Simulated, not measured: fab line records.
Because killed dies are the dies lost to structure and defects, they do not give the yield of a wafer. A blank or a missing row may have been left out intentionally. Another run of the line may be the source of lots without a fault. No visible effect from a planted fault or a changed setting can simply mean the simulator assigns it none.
fab line records	flow sky130
record lots=13	wafers=39	last_day=50
route steps=708 shown METAL3@563 VIA3@594 CAP2M@615 VIA4@644 PAD_OPEN@708
lots that met no fault: from a run of the same line without faults
start_h: hours from the record's opening day to when the first of the lot's shown wafers began	wait_h: hours elapsed since this lot's preceding step	" as in the row above	L1.1+2: a single row standing in for several wafers	- no value present, or no start provided	* or withheld: withheld	< > ~ a bound
route shown NAME@n: names a module that has steps shown in the file, with the first one's number in the route	usual: the fault-free wafers' mean and standard deviation	same: alike in all rows	chamber/n: place in a boat	sites: per-site readings	_std_site: the standard deviation of these	_edge_site: outer sites' mean less inner sites'	radius_mm: how far each site lies from the wafer's centre	mask NAME#n: copy n	behind: the most recent tool/chamber to have shaped the wafer	hold: reason for holding the lot/hours on hold/outcome of the hold	device: transistor that didn't switch, given as n, p or np	end of line: tests of these same wafers at the route's end	a step with no rows: only its recipe	killed: dies lost to structure and defects at the first sort, not the wafer's yield	map: a wafer's dies, x killed, . not, _ none there
set.NAME: setting as actually run; set.NAME@STEP: the setting as run at that earlier step	model.NAME: the simulator's own value behind a step, which no gauge read
the route's steps for a sample of lots (tables are steps, rows are wafers)
services: the hour from which a tool's chamber was out of use, counted from the record's first day as start_h (under 0 if before that day), plus the number of hours and why
## steps
# step SKY_METAL3_CD_MEAS_13
# recipe target_cd_nm=300
# usual cd_nm=300.0/1.3
lot.wafer	tool	chamber	start_h	wait_h	cd_nm
L691.3	cd_sem-02	-	900.46	-	300.0
L691.5	"	-	"	"	299.1
L691.6	"	-	"	"	300.2
L692.2	cd_sem-01	-	905.66	-	298.9
L692.3	"	-	"	"	298.3
L692.6	"	-	"	"	298.1
L693.1	cd_sem-02	-	923.14	-	300.2
L693.2	"	-	"	"	301.2
L693.6	"	-	"	"	301.7
L697.1	cd_sem-01	-	955.07	-	298.3
L697.2	"	-	"	"	299.3
L697.5	"	-	"	"	299.0
L696.2	cd_sem-01	-	956.76	-	302.5
L696.3	"	-	"	"	300.9
L696.5	"	-	"	"	300.7
L698.1	cd_sem-01	-	957.19	-	300.1
L698.4	"	-	"	"	298.2
L698.6	"	-	"	"	299.6
L703.1	cd_sem-02	-	989.17	-	299.6
L703.4	"	-	"	"	300.4
L703.6	"	-	"	"	300.3
L707.1	cd_sem-01	-	1015.74	-	300.4
L707.2	"	-	"	"	300.6
L707.4	"	-	"	"	299.6
L708.1	cd_sem-01	-	1022.90	-	301.9
L708.2	"	-	"	"	302.5
L708.4	"	-	"	"	301.6
L710.3	cd_sem-01	-	1031.11	-	300.6
L710.4	"	-	"	"	299.3
L710.5	"	-	"	"	299.2
L711.3	cd_sem-01	-	1036.33	-	301.3
L711.4	"	-	"	"	300.1
L711.5	"	-	"	"	300.1
L713.2	cd_sem-01	-	1061.94	-	299.4
L713.5	"	-	"	"	300.0
L713.6	"	-	"	"	299.6
L714.1	cd_sem-01	-	1062.49	-	300.1
L714.2	"	-	"	"	300.3
L714.6	"	-	"	"	299.3
# step SKY_VIA3_CVD_21
# recipe material=W	target_thk_nm=390	time_s=117.31	temp_c=400	pressure_torr=40
# usual heater_power_w=762/88
lot.wafer	tool	chamber	start_h	wait_h	heater_power_w
L691.3	cvd_w-01	1	927.35	0.1	884
L691.5	"	1	"	"	892
L691.6	"	0	"	"	687
L692.2	cvd_w-01	0	932.76	0.0	667
L692.3	"	0	"	"	661
L692.6	"	0	"	"	675
L693.1	cvd_w-01	0	949.23	0.0	673
L693.2	"	1	"	"	928
L693.6	"	1	"	"	918
L697.1	cvd_w-01	0	980.91	0.0	678
L697.2	"	1	"	"	899
L697.5	"	1	"	"	912
L696.2	cvd_w-02	1	982.41	0.0	754
L696.3	"	0	"	"	729
L696.5	"	0	"	"	734
L698.1	cvd_w-02	1	983.64	0.0	762
L698.4	"	0	"	"	706
L698.6	"	1	"	"	749
L703.1	cvd_w-02	1	1015.03	0.0	753
L703.4	"	1	"	"	745
L703.6	"	0	"	"	726
L707.1	cvd_w-02	1	1041.62	0.0	753
L707.2	"	0	"	"	724
L707.4	"	1	"	"	760
L708.1	cvd_w-02	1	1047.56	0.0	769
L708.2	"	0	"	"	714
L708.4	"	1	"	"	750
L710.3	cvd_w-01	1	1055.82	0.1	909
L710.4	"	0	"	"	677
L710.5	"	1	"	"	911
L711.3	cvd_w-02	1	1060.62	0.1	724
L711.4	"	0	"	"	727
L711.5	"	1	"	"	733
L713.2	cvd_w-01	1	1086.52	0.0	897
L713.5	"	0	"	"	672
L713.6	"	1	"	"	935
L714.1	cvd_w-02	1	1087.30	0.0	747
L714.2	"	0	"	"	736
L714.6	"	1	"	"	743
# step SKY_CAP2M_OVL_MEAS_12
# usual CAP2M_OVL=-1.1/1.3
lot.wafer	tool	chamber	start_h	wait_h	CAP2M_OVL[nm]
L691.3	overlay-02	-	952.81	0.1	0.8
L691.5	"	-	"	"	0.5
L691.6	"	-	"	"	1.0
L692.2	overlay-01	-	957.85	0.1	-1.1
L692.3	"	-	"	"	-0.1
L692.6	"	-	"	"	0.2
L693.1	overlay-01	-	973.85	0.1	0.1
L693.2	"	-	"	"	-0.2
L693.6	"	-	"	"	-0.9
L697.1	overlay-01	-	1005.24	0.1	-1.7
L697.2	"	-	"	"	-3.6
L697.5	"	-	"	"	-3.2
L696.2	overlay-02	-	1006.77	0.1	-1.6
L696.3	"	-	"	"	-1.4
L696.5	"	-	"	"	-0.7
L698.1	overlay-01	-	1007.70	0.1	-0.7
L698.4	"	-	"	"	-1.1
L698.6	"	-	"	"	-0.7
L703.1	overlay-02	-	1039.21	0.1	-0.4
L703.4	"	-	"	"	-2.2
L703.6	"	-	"	"	-0.1
L707.1	overlay-02	-	1063.85	0.1	-1.2
L707.2	"	-	"	"	-0.8
L707.4	"	-	"	"	-1.5
L708.1	overlay-02	-	1070.09	0.1	3.6
L708.2	"	-	"	"	1.9
L708.4	"	-	"	"	2.1
L710.3	overlay-02	-	1077.61	0.1	0.6
L710.4	"	-	"	"	0.1
L710.5	"	-	"	"	1.2
L711.3	overlay-01	-	1081.81	0.1	-2.2
L711.4	"	-	"	"	-1.4
L711.5	"	-	"	"	-0.6
L713.2	overlay-02	-	1108.15	0.1	-1.3
L713.5	"	-	"	"	-1.9
L713.6	"	-	"	"	-2.6
L714.1	overlay-02	-	1108.79	0.1	-2.7
L714.2	"	-	"	"	-3.3
L714.6	"	-	"	"	-3.1
# step SKY_VIA4_HMDS_05
# recipe prime_time_s=60	prime_temp_c=120
# usual prime_temp_c=120.03/0.13
lot.wafer	tool	chamber	start_h	wait_h	prime_temp_c
L691.3	litho_track-04	0	990.49	0.1	119.91
L691.5	"	0	"	"	120.10
L691.6	"	0	"	"	120.17
L692.2	litho_track-02	0	994.54	0.1	120.05
L692.3	"	0	"	"	120.00
L692.6	"	0	"	"	120.04
L693.1	litho_track-04	0	1011.59	0.1	120.00
L693.2	"	0	"	"	119.88
L693.6	"	0	"	"	120.04
L697.1	litho_track-04	0	1040.19	0.1	120.00
L697.2	"	0	"	"	120.04
L697.5	"	0	"	"	120.00
L696.2	litho_track-01	0	1042.07	0.1	120.25
L696.3	"	0	"	"	120.13
L696.5	"	0	"	"	119.96
L698.1	litho_track-01	0	1044.05	0.1	119.94
L698.4	"	0	"	"	119.98
L698.6	"	0	"	"	119.93
L703.1	litho_track-02	0	1074.97	0.1	120.06
L703.4	"	0	"	"	120.13
L703.6	"	0	"	"	120.17
L707.1	litho_track-01	0	1098.10	0.1	122.55
L707.2	"	0	"	"	122.50
L707.4	"	0	"	"	122.44
L708.1	litho_track-01	0	1102.65	0.1	122.52
L708.2	"	0	"	"	122.42
L708.4	"	0	"	"	122.31
L710.3	litho_track-04	0	1110.39	0.1	120.04
L710.4	"	0	"	"	119.89
L710.5	"	0	"	"	120.01
L711.3	litho_track-02	0	1114.07	0.1	119.78
L711.4	"	0	"	"	119.78
L711.5	"	0	"	"	119.76
L713.2	litho_track-02	0	1139.49	0.1	120.04
L713.5	"	0	"	"	120.07
L713.6	"	0	"	"	119.84
L714.1	litho_track-04	0	1141.14	0.1	120.07
L714.2	"	0	"	"	120.12
L714.6	"	0	"	"	120.18
# step SKY_PAD_OPEN_PROBE_99
# usual defect_limited_yield=82.4/1.9	killed_at_M0_to_M3=44/7.1	killed_at_M4_up=3.5/2	killed_at_contacts=24/5.3	killed_at_front_end=15/4.8	killed_at_other=0.1/0.35	killed_dies=86/9.3	killed_open=47/7.8	killed_short=39/5.9	sort_bin_3_pad_short=0.8/0.42	sort_bin_5_function=10.3/1.4	sort_bin_6_memory=6.4/1.1	sort_n_pass=406/9.3	sort_yield_pct=82.4/1.9
# same gross_dies=492	killed_at_back_side=0	sort_bin_4_leakage[%]=0	sort_bin_8_speed[%]=0
lot.wafer	tool	chamber	start_h	wait_h	defect_limited_yield[%]	killed_at_M0_to_M3	killed_at_M4_up	killed_at_contacts	killed_at_front_end	killed_at_other	killed_dies	killed_open	killed_short	sort_bin_3_pad_short[%]	sort_bin_5_function[%]	sort_bin_6_memory[%]	sort_n_pass	sort_yield_pct[%]
L691.3	prober-01	-	1073.73	0.2	83.3	36	3	23	20	0	82	48	34	0.8	11.2	4.7	410	83.3
L691.5	prober-01	-	1073.83	0.2	82.1	35	4	21	27	1	88	51	37	0.8	10.6	6.5	404	82.1
L691.6	prober-01	-	1073.88	0.2	79.1	44	6	36	17	0	103	63	40	1.6	11.6	7.7	389	79.1
L692.2	prober-02	-	1079.03	0.1	85.4	45	5	11	11	0	72	35	37	1.6	8.9	4.1	420	85.4
L692.3	prober-02	-	1079.08	0.2	82.3	47	3	24	13	0	87	44	43	0.8	11.8	5.1	405	82.3
L692.6	prober-02	-	1079.23	0.2	82.3	50	3	25	9	0	87	53	34	1.2	10.4	6.1	405	82.3
L693.1	prober-01	-	1092.44	0.1	83.9	40	3	28	8	0	79	46	33	1.6	8.5	5.9	413	83.9
L693.2	prober-01	-	1092.49	0.1	83.1	41	2	27	13	0	83	46	37	1.2	11.0	4.7	409	83.1
L693.6	prober-01	-	1092.69	0.2	83.9	43	5	23	8	0	79	51	28	1.6	8.9	5.5	413	83.9
L697.1	prober-01	-	1117.58	0.1	83.1	41	8	21	13	0	83	44	39	0.4	9.6	6.9	409	83.1
L697.2	prober-01	-	1117.63	0.1	80.5	50	4	23	19	0	96	46	50	0.8	11.0	7.7	396	80.5
L697.5	prober-01	-	1117.78	0.2	83.5	32	6	24	19	0	81	44	37	0.8	8.5	7.1	411	83.5
L696.2	prober-02	-	1119.43	0.1	83.5	41	0	25	15	0	81	47	34	0.4	9.8	6.3	411	83.5
L696.3	prober-02	-	1119.48	0.2	82.9	44	5	21	14	0	84	48	36	0.8	8.7	7.5	408	82.9
L696.5	prober-02	-	1119.58	0.2	80.5	52	2	28	14	0	96	56	40	1.2	11.8	6.5	396	80.5
L698.1	prober-01	-	1122.83	0.1	85.8	30	0	25	14	1	70	43	27	0.4	8.3	5.5	422	85.8
L698.4	prober-01	-	1122.98	0.2	85.2	38	2	19	14	0	73	42	31	0.6	8.9	5.3	419	85.2
L698.6	prober-01	-	1123.08	0.2	82.7	37	2	32	13	1	85	50	35	0.6	9.3	7.3	407	82.7
L703.1	prober-02	-	1150.09	0.1	82.3	51	4	17	15	0	87	40	47	0.2	11.8	5.7	405	82.3
L703.4	prober-02	-	1150.24	0.2	81.9	40	6	33	10	0	89	52	37	0.8	10.8	6.5	403	81.9
L703.6	prober-02	-	1150.34	0.2	80.5	48	3	32	13	0	96	56	40	0.8	11.2	7.5	396	80.5
L707.1	prober-02	-	1169.71	0.1	83.3	39	3	29	11	0	82	49	33	1.2	10.4	5.1	410	83.3
L707.2	prober-02	-	1169.76	0.1	83.3	42	4	23	13	0	82	42	40	0.8	10.2	5.7	410	83.3
L707.4	prober-02	-	1169.86	0.2	82.9	41	5	22	15	1	84	42	42	0.8	8.7	7.5	408	82.9
L708.1	prober-01	-	1174.43	0.1	83.9	39	2	25	13	0	79	43	36	0.8	9.3	5.9	413	83.9
L708.2	prober-01	-	1174.48	0.1	83.7	33	2	29	16	0	80	42	38	0.4	11.4	4.5	412	83.7
L708.4	prober-01	-	1174.58	0.2	81.1	39	5	33	16	0	93	52	41	0.4	11.4	7.1	399	81.1
L710.3	prober-01	-	1179.86	0.2	80.3	47	5	27	17	1	97	56	41	0.2	11.8	7.7	395	80.3
L710.4	prober-01	-	1179.91	0.2	83.7	41	7	24	8	0	80	32	48	1.8	10.2	4.3	412	83.7
L710.5	prober-01	-	1179.96	0.2	82.5	39	1	32	14	0	86	37	49	1.2	10.0	6.3	406	82.5
L711.3	prober-02	-	1182.77	0.2	82.5	40	1	29	16	0	86	45	41	0.6	11.0	5.9	406	82.5
L711.4	prober-02	-	1182.82	0.2	82.3	45	5	28	9	0	87	41	46	0.4	10.6	6.7	405	82.3
L711.5	prober-02	-	1182.87	0.2	82.7	38	7	18	22	0	85	47	38	0.6	11.6	5.1	407	82.7
L713.2	prober-02	-	1204.09	0.1	81.5	49	2	25	14	1	91	55	36	0.6	11.0	6.9	401	81.5
L713.5	prober-02	-	1204.24	0.2	80.9	59	2	27	6	0	94	51	43	0.2	11.2	7.7	398	80.9
L713.6	prober-02	-	1204.29	0.2	80.5	54	4	24	14	0	96	49	47	0.8	10.8	7.9	396	80.5
L714.1	prober-02	-	1204.79	0.1	81.5	45	2	32	12	0	91	51	40	0.2	11.2	7.1	401	81.5
L714.2	prober-02	-	1204.84	0.1	84.1	35	3	22	18	0	78	52	26	0.4	8.7	6.7	414	84.1
L714.6	prober-02	-	1205.04	0.2	81.7	34	3	45	8	0	90	54	36	1.6	8.5	8.1	402	81.7
# killed by level:class
L691.3 CONTACT:geometric_particle:open=12 VIA2:geometric_particle:open=7 FIELD_ISO:geometric_particle:short=6 VIA3:geometric_particle:open=6 METAL1:geometric_particle:short=5 LI_CONTACT:geometric_particle:open=4 VIA1:geometric_particle:short=4 VIA1:geometric_particle:open=4
L691.5 CONTACT:geometric_particle:open=9 FIELD_ISO:geometric_particle:short=7 VIA3:geometric_particle:open=7 POLY_GATE:geometric_particle:open=5 VIA1:geometric_particle:open=5 FIELD_ISO:geometric_particle:open=4 LI_CONTACT:geometric_particle:open=4 VIA2:geometric_particle:open=4
L691.6 CONTACT:geometric_particle:open=16 VIA3:geometric_particle:open=10 LI_CONTACT:geometric_particle:open=9 VIA2:geometric_particle:open=8 VIA1:geometric_particle:open=8 FIELD_ISO:geometric_particle:short=7 CONTACT:geometric_particle:short=5 LOCAL_INTERCONNECT:geometric_particle:short=4
L692.2 VIA1:geometric_particle:open=12 METAL1:geometric_particle:short=7 FIELD_ISO:geometric_particle:short=6 VIA2:geometric_particle:open=6 METAL2:geometric_particle:short=5 VIA1:geometric_particle:short=4 METAL4:geometric_particle:short=4 CONTACT:geometric_particle:open=3
L692.3 VIA1:geometric_particle:open=15 VIA1:geometric_particle:short=11 LI_CONTACT:geometric_particle:open=9 FIELD_ISO:geometric_particle:short=5 LOCAL_INTERCONNECT:geometric_particle:short=5 CONTACT:geometric_particle:open=5 METAL2:geometric_particle:short=4 METAL2:geometric_particle:open=3
L692.6 VIA1:geometric_particle:open=14 CONTACT:geometric_particle:open=12 METAL2:geometric_particle:short=7 VIA2:geometric_particle:open=6 LI_CONTACT:geometric_particle:open=5 METAL1:geometric_particle:short=5 VIA1:geometric_particle:short=5 VIA3:geometric_particle:open=5
L693.1 LI_CONTACT:geometric_particle:open=11 METAL1:geometric_particle:short=11 VIA3:geometric_particle:open=10 LOCAL_INTERCONNECT:geometric_particle:short=6 CONTACT:geometric_particle:open=6 VIA1:geometric_particle:open=6 VIA2:geometric_particle:open=5 POLY_GATE:geometric_particle:open=4
L693.2 CONTACT:geometric_particle:open=12 METAL1:geometric_particle:short=8 VIA1:geometric_particle:short=6 VIA1:geometric_particle:open=6 VIA3:geometric_particle:open=5 POLY_GATE:geometric_particle:open=4 LI_CONTACT:geometric_particle:open=4 VIA3:geometric_particle:short=4
L693.6 VIA1:geometric_particle:open=12 LI_CONTACT:geometric_particle:open=9 VIA2:geometric_particle:open=9 CONTACT:geometric_particle:open=6 VIA3:geometric_particle:open=6 METAL1:geometric_particle:short=5 POLY_GATE:geometric_particle:open=5 VIA1:geometric_particle:short=5
L697.1 LI_CONTACT:geometric_particle:open=9 VIA1:geometric_particle:open=7 CONTACT:geometric_particle:open=6 VIA2:geometric_particle:open=6 METAL2:geometric_particle:short=5 METAL4:geometric_particle:short=5 FIELD_ISO:geometric_particle:short=4 LOCAL_INTERCONNECT:geometric_particle:short=4
L697.2 VIA1:geometric_particle:open=10 FIELD_ISO:geometric_particle:open=7 VIA2:geometric_particle:open=7 VIA3:geometric_particle:open=7 FIELD_ISO:geometric_particle:short=6 LI_CONTACT:geometric_particle:open=6 LI_CONTACT:geometric_particle:short=5 CONTACT:geometric_particle:open=5
L697.5 LI_CONTACT:geometric_particle:open=10 VIA1:geometric_particle:open=8 CONTACT:geometric_particle:open=6 FIELD_ISO:geometric_particle:open=5 METAL4:geometric_particle:short=5 VIA3:geometric_particle:open=4 POLY_GATE:geometric_particle:short=4 LOCAL_INTERCONNECT:geometric_particle:short=4
L696.2 VIA2:geometric_particle:open=10 CONTACT:geometric_particle:open=9 VIA1:geometric_particle:open=7 VIA3:geometric_particle:open=7 FIELD_ISO:geometric_particle:short=6 LOCAL_INTERCONNECT:geometric_particle:short=6 LI_CONTACT:geometric_particle:open=5 VIA1:geometric_particle:short=5
L696.3 VIA2:geometric_particle:open=14 VIA3:geometric_particle:open=7 CONTACT:geometric_particle:open=6 METAL2:geometric_particle:short=6 LI_CONTACT:geometric_particle:short=4 LOCAL_INTERCONNECT:geometric_particle:short=4 METAL1:geometric_particle:short=4 FIELD_ISO:geometric_particle:short=3
L696.5 VIA1:geometric_particle:open=17 LI_CONTACT:geometric_particle:open=10 VIA2:geometric_particle:open=9 FIELD_ISO:geometric_particle:open=6 CONTACT:geometric_particle:open=6 LOCAL_INTERCONNECT:geometric_particle:short=5 METAL1:geometric_particle:short=5 VIA1:geometric_particle:short=5
L698.1 VIA3:geometric_particle:open=9 CONTACT:geometric_particle:open=8 LI_CONTACT:geometric_particle:open=7 FIELD_ISO:geometric_particle:open=6 CONTACT:geometric_particle:short=4 METAL1:geometric_particle:short=4 VIA1:geometric_particle:open=4 POLY_GATE:geometric_particle:short=3
L698.4 LI_CONTACT:geometric_particle:open=10 METAL1:geometric_particle:short=9 VIA2:geometric_particle:open=7 VIA3:geometric_particle:open=7 POLY_GATE:geometric_particle:short=5 CONTACT:geometric_particle:open=5 VIA1:geometric_particle:open=5 POLY_GATE:geometric_particle:open=4
L698.6 CONTACT:geometric_particle:open=12 LI_CONTACT:geometric_particle:open=10 VIA1:geometric_particle:open=9 VIA1:geometric_particle:short=6 METAL1:geometric_particle:short=5 LOCAL_INTERCONNECT:geometric_particle:short=4 METAL2:geometric_particle:short=4 METAL3:geometric_particle:short=4
L703.1 VIA1:geometric_particle:open=11 CONTACT:geometric_particle:open=9 VIA1:geometric_particle:short=8 VIA2:geometric_particle:open=7 POLY_GATE:geometric_particle:short=6 METAL2:geometric_particle:short=6 FIELD_ISO:geometric_particle:short=5 VIA3:geometric_particle:open=4
L703.4 LI_CONTACT:geometric_particle:open=15 CONTACT:geometric_particle:open=8 VIA1:geometric_particle:open=8 VIA3:geometric_particle:short=6 VIA2:geometric_particle:open=6 METAL1:geometric_particle:short=5 LOCAL_INTERCONNECT:geometric_particle:short=4 METAL4:geometric_particle:short=4
L703.6 VIA1:geometric_particle:open=11 CONTACT:geometric_particle:open=10 VIA3:geometric_particle:open=9 CONTACT:geometric_particle:short=7 LI_CONTACT:geometric_particle:open=6 VIA2:geometric_particle:open=6 METAL1:geometric_particle:short=5 VIA3:geometric_particle:short=5
L707.1 CONTACT:geometric_particle:open=11 VIA2:geometric_particle:open=10 LI_CONTACT:geometric_particle:open=9 METAL1:geometric_particle:short=6 VIA1:geometric_particle:open=5 FIELD_ISO:geometric_particle:open=4 CONTACT:geometric_particle:short=4 METAL2:geometric_particle:short=4
L707.2 METAL1:geometric_particle:short=11 CONTACT:geometric_particle:open=8 LI_CONTACT:geometric_particle:open=7 METAL2:geometric_particle:short=5 VIA2:geometric_particle:open=5 VIA3:geometric_particle:open=5 CONTACT:geometric_particle:short=4 FIELD_ISO:geometric_particle:short=3
L707.4 CONTACT:geometric_particle:open=11 VIA3:geometric_particle:open=9 METAL2:geometric_particle:short=7 VIA1:geometric_particle:open=6 VIA1:geometric_particle:short=5 LI_CONTACT:geometric_particle:open=4 LOCAL_INTERCONNECT:geometric_particle:short=4 METAL1:geometric_particle:short=4
L708.1 LI_CONTACT:geometric_particle:open=8 CONTACT:geometric_particle:open=8 VIA1:geometric_particle:short=8 VIA3:geometric_particle:open=7 VIA1:geometric_particle:open=6 VIA2:geometric_particle:open=6 FIELD_ISO:geometric_particle:short=4 CONTACT:geometric_particle:short=4
L708.2 CONTACT:geometric_particle:open=11 LI_CONTACT:geometric_particle:open=8 VIA1:geometric_particle:open=8 METAL2:geometric_particle:short=8 VIA2:geometric_particle:open=7 FIELD_ISO:geometric_particle:short=5 POLY_GATE:geometric_particle:short=5 LOCAL_INTERCONNECT:geometric_particle:short=4
L708.4 CONTACT:geometric_particle:open=14 VIA3:geometric_particle:open=9 VIA1:geometric_particle:open=9 LI_CONTACT:geometric_particle:open=6 METAL1:geometric_particle:short=6 FIELD_ISO:geometric_particle:open=5 FIELD_ISO:geometric_particle:short=5 LOCAL_INTERCONNECT:geometric_particle:short=5
L710.3 VIA1:geometric_particle:open=13 VIA2:geometric_particle:open=11 LI_CONTACT:geometric_particle:open=10 LOCAL_INTERCONNECT:geometric_particle:short=6 METAL2:geometric_particle:short=6 FIELD_ISO:geometric_particle:open=5 CONTACT:geometric_particle:open=5 CONTACT:geometric_particle:short=4
L710.4 LI_CONTACT:geometric_particle:open=7 VIA1:geometric_particle:short=7 VIA1:geometric_particle:open=7 VIA3:geometric_particle:open=6 METAL4:geometric_particle:short=6 CONTACT:geometric_particle:short=5 VIA3:geometric_particle:short=5 METAL1:geometric_particle:short=5
L710.5 LI_CONTACT:geometric_particle:open=10 METAL2:geometric_particle:short=10 CONTACT:geometric_particle:open=7 VIA1:geometric_particle:open=6 LOCAL_INTERCONNECT:geometric_particle:short=6 CONTACT:geometric_particle:short=6 METAL1:geometric_particle:short=6 FIELD_ISO:geometric_particle:short=4
L711.3 VIA1:geometric_particle:open=11 CONTACT:geometric_particle:open=9 CONTACT:geometric_particle:short=6 VIA2:geometric_particle:open=6 LI_CONTACT:geometric_particle:open=5 LI_CONTACT:geometric_particle:short=5 METAL2:geometric_particle:short=5 POLY_GATE:geometric_particle:short=4
L711.4 CONTACT:geometric_particle:short=9 VIA1:geometric_particle:open=9 VIA2:geometric_particle:open=9 CONTACT:geometric_particle:open=7 VIA2:geometric_particle:short=6 METAL2:geometric_particle:short=6 VIA3:geometric_particle:open=6 LI_CONTACT:geometric_particle:open=5
L711.5 VIA1:geometric_particle:open=9 VIA2:geometric_particle:open=8 FIELD_ISO:geometric_particle:short=7 LI_CONTACT:geometric_particle:open=7 FIELD_ISO:geometric_particle:open=6 METAL4:geometric_particle:short=6 VIA1:geometric_particle:short=6 CONTACT:geometric_particle:open=5
L713.2 VIA1:geometric_particle:open=12 LI_CONTACT:geometric_particle:open=8 CONTACT:geometric_particle:open=7 CONTACT:geometric_particle:short=7 VIA2:geometric_particle:open=7 VIA3:geometric_particle:open=6 VIA1:geometric_particle:short=5 METAL2:geometric_particle:short=5
L713.5 VIA1:geometric_particle:open=14 VIA2:geometric_particle:open=13 LI_CONTACT:geometric_particle:open=8 CONTACT:geometric_particle:open=8 CONTACT:geometric_particle:short=6 LI_CONTACT:geometric_particle:short=5 METAL1:geometric_particle:short=5 VIA1:geometric_particle:short=5
L713.6 VIA1:geometric_particle:open=13 VIA2:geometric_particle:open=10 CONTACT:geometric_particle:open=7 VIA1:geometric_particle:short=7 METAL1:geometric_particle:short=6 VIA3:geometric_particle:open=6 CONTACT:geometric_particle:short=5 FIELD_ISO:geometric_particle:short=4
L714.1 CONTACT:geometric_particle:open=11 VIA1:geometric_particle:open=10 CONTACT:geometric_particle:short=9 METAL2:geometric_particle:short=8 VIA3:geometric_particle:open=7 METAL1:geometric_particle:short=7 LI_CONTACT:geometric_particle:open=7 VIA2:geometric_particle:open=4
L714.2 CONTACT:geometric_particle:open=10 VIA1:geometric_particle:open=9 POLY_GATE:geometric_particle:open=8 LI_CONTACT:geometric_particle:open=6 VIA1:geometric_particle:short=5 LOCAL_INTERCONNECT:geometric_particle:short=4 METAL2:geometric_particle:short=4 VIA2:geometric_particle:open=4
L714.6 CONTACT:geometric_particle:open=16 LI_CONTACT:geometric_particle:open=14 CONTACT:geometric_particle:short=7 VIA1:geometric_particle:open=7 LOCAL_INTERCONNECT:geometric_particle:short=6 VIA3:geometric_particle:short=5 VIA3:geometric_particle:open=5 METAL3:geometric_particle:short=4
## services
tool	chamber	start_h	hours	kind
cvd_w-01	-	904.00	14.0	pm
cvd_w-01	0	904.00	14.0	vent_cycle
cvd_w-01	1	904.00	14.0	vent_cycle
cvd_w-01	0	918.00	-	clean
cvd_w-01	1	918.00	-	clean
cvd_w-01	-	940.42	6.0	pm
cvd_w-02	-	946.42	6.0	pm
cvd_w-01	0	961.19	3.1	repair
cvd_w-02	0	1069.57	4.7	repair
cvd_w-01	0	1101.77	24.4	repair
## key
first_sign step=SKY_VIA4_HMDS_05	reading=prime_temp_c	direction=up	sigmas=19	usual=*	struck=*
effect none on later readings
met_at SKY_VIA4_HMDS_05
struck_lots L707,L708
not_acting_at SKY_METAL3_CD_MEAS_13,SKY_VIA3_CVD_21,SKY_CAP2M_OVL_MEAS_12
onset_between 1044.05 1098.10
fault kind=process_parameter_drift	tool=litho_track-01	chamber=-	onset_h=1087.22	steps=SKY_VIA4_HMDS_05	channel=prime_temp_c	offset=*	shape=step	end_h=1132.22	acts_in=*	stated=*
